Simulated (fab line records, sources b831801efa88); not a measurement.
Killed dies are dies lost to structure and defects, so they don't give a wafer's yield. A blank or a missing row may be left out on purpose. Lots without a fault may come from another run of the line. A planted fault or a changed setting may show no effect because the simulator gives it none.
A struck lot beside a sound one | flow sky130 | 38 steps out of a route of 708
Sound: wafers L458.1, L458.5, L458.6. Struck: wafer L465.4. (L465.2 of the same lot was not struck and is left out.) The cause comes at the end.
At each step with rows: each side's tool, then ch and its chambers, then its first start. Under that, the readings that differ: sound wafers | struck wafers | difference of the means | sigmas: that difference in standard deviations of wafers without a fault.
alike: readings whose means differ by less than 2 such deviations, and words and numbers that are the same on both sides. not compared: withheld readings, readings that some wafer has no value for, bounds like >300 that may hide the same value, and numbers for which the record gives no deviation and whose values overlap.
The two part at a step that has a row with sigmas, a row that says differs or no value, or rows on one side only. Numbers that don't overlap but have no deviation are shown without sigmas and don't part them. A reading that every wafer of one side lacks parts them only if that side has two wafers or more.

first, 9 steps without rows for these wafers: SKY_VIA3_SPUTTER_20 (material TiN, target thk 20 nm, time 80 s); SKY_VIA3_CVD_21 (deposits W, target thk 390 nm, time 117.31 s); SKY_VIA3_CMP_24 (polishes, stops on SiO2, t overpolish 20 s, target thk 0 nm); SKY_METAL4_SPUTTER_00 (material Ti, target thk 15 nm, time 10 s); SKY_METAL4_SPUTTER_01 (material TiN, target thk 20 nm, time 16.7 s); SKY_METAL4_SPUTTER_02 (material AlCu, target thk 735 nm, time 39.1 s); SKY_METAL4_SPUTTER_03 (material Ti, target thk 5 nm, time 3.3 s); SKY_METAL4_SPUTTER_04 (material TiN, target thk 70 nm, time 58.3 s); SKY_CAP2M_CVD_00 (deposits SiO2, target thk 15.5 nm).
SKY_CAP2M_SPUTTER_02: material TiN, target thk 200 nm, time 166.7 s.
  sound on pvd_sputter-03, day 42 04:37; struck on pvd_sputter-03, day 43 20:27
  reading                                   | sound             | struck | difference | sigmas
  model.TiN_of_CAP2M_SPUTTER_02.thk_nm (nm) | 199.5 200.7 200.6 | 173.4  | -26.9      |
  alike: cathode_dc_power_W, throttle_valve_pct
SKY_CAP2M_RS_MEAS_03: measures by four-point-probe.
  sound on film_metro-03, day 42 04:43; struck on film_metro-03, day 43 20:35
  reading               | sound          | struck | difference | sigmas
  CAP2M_TIN_RS (ohm/sq) | 6.93 6.88 6.88 | 8.00   | +1.10      | +11
SKY_CAP2M_THK_MEAS_04: measures by xrf.
  sound on film_metro-03, day 42 04:50; struck on film_metro-03, day 43 20:41
  reading            | sound             | struck | difference | sigmas
  CAP2M_TIN_THK (nm) | 198.6 200.3 200.3 | 173.3  | -26.4      | -10
then, 7 steps without rows for these wafers: SKY_CAP2M_DEHYDRATE_05 (time 60 s); SKY_CAP2M_HMDS_06 (prime time 60 s); SKY_CAP2M_COAT_07 (resist thk 1140 nm); SKY_CAP2M_SOFTBAKE_08 (time 60 s); SKY_CAP2M_EXPOSE_09 (exposes mask CAP2M, target cd 1000 nm); SKY_CAP2M_PEB_10; SKY_CAP2M_DEVELOP_11 (develop time 60 s).
SKY_CAP2M_METAL_ETCH_13: etches TiN in Cl2/BCl3, stops on SiO2, target depth 220 nm, time 62.9 s.
  sound on rie_metal-02 ch 0,1, day 43 03:16; struck on rie_metal-01 ch 0, day 44 17:49
  reading                | sound                | struck | difference | sigmas
  oes_product_au (a.u.)  | 0.933 0.943 0.941    | 0.861  | -0.078     | -9
  rf_fwd_power_W (W)     | 892 899 889          | 886    | -7         | -2
  throttle_valve_pct (%) | 21.897 21.903 21.890 | 21.940 | +0.043     | +4
  alike: drypump_motor_current_A
  not compared: rf_hours_counter_h
then, 16 steps without rows for these wafers: SKY_CAP2M_STRIP_14 (strips in O2/N2); SKY_CAP2M_STRIP_15 (strips in post etch residue remover, time 1200 s); SKY_CAP2M_CLEAN_16 (cleans in IPA, time 180 s); SKY_CAP2M_CLEAN_17 (cleans in O3/DIW); SKY_METAL4_DEHYDRATE_05 (time 60 s); SKY_METAL4_HMDS_06 (prime time 60 s); SKY_METAL4_COAT_07 (resist thk 60 nm); SKY_METAL4_COAT_08 (resist thk 1140 nm); SKY_METAL4_SOFTBAKE_09 (time 90 s); SKY_METAL4_EXPOSE_10 (exposes mask MM4, target cd 300 nm); SKY_METAL4_PEB_11; SKY_METAL4_DEVELOP_12 (develop time 60 s); SKY_METAL4_DESCUM_15 (chemistry O2, time 8 s); SKY_METAL4_ETCH_16 (etches BARC in N2/H2, stops on SiO2, time 88.2 s, target depth 60 nm); SKY_METAL4_ETCH_17 (etches SiO2 in C4F8/O2/Ar, stops on TiN, time 3.9 s, target depth 15 nm); SKY_METAL4_METAL_ETCH_18 (etches the open film in Cl2/BCl3, stops on SiO2, target depth 845 nm, time 183.1 s).
SKY_METAL4_STRIP_20: strips in post etch residue remover, time 1200 s.
  sound on wet_bench-03 ch 1, day 44 03:50; struck on wet_bench-02 ch 3, day 45 16:08
  reading                                   | sound             | struck | difference | sigmas
  model.TiN_of_CAP2M_SPUTTER_02.thk_nm (nm) | 198.7 199.9 199.7 | 172.6  | -26.8      |
-- the record jumps here: 4 days lie between the struck wafers' starts before and after (it left off in module METAL4 and takes up again in module PAD_OPEN, whose first step shown is number 708 of the route) --
SKY_PAD_OPEN_PROBE_99:
  sound on prober-02, day 47 20:25; struck on prober-01, day 49 04:42
  reading                               | sound                | struck | difference | sigmas
  model.etest.cap_mim2.plate_ohm_sq     | 5.982 6.048 5.992    | 6.892  | +0.885     |
  model.etest.cap_mim2.leak_log10_a_cm2 | -9.099 -9.061 -8.898 | -8.729 | +0.290     |
  alike: defect_limited_yield, killed_at_M0_to_M3, killed_at_M4_up, killed_at_contacts, killed_at_front_end, killed_at_other, killed_dies, killed_open, killed_short, sort_bin_3_pad_short, sort_bin_5_function, sort_bin_6_memory, sort_n_pass, sort_yield_pct

WHERE THEY PART
First at SKY_CAP2M_RS_MEAS_03; last, within this record, at SKY_CAP2M_METAL_ETCH_13. Later steps at which nothing parts them and some readings are alike: SKY_PAD_OPEN_PROBE_99.

WHY: what the simulator had put in
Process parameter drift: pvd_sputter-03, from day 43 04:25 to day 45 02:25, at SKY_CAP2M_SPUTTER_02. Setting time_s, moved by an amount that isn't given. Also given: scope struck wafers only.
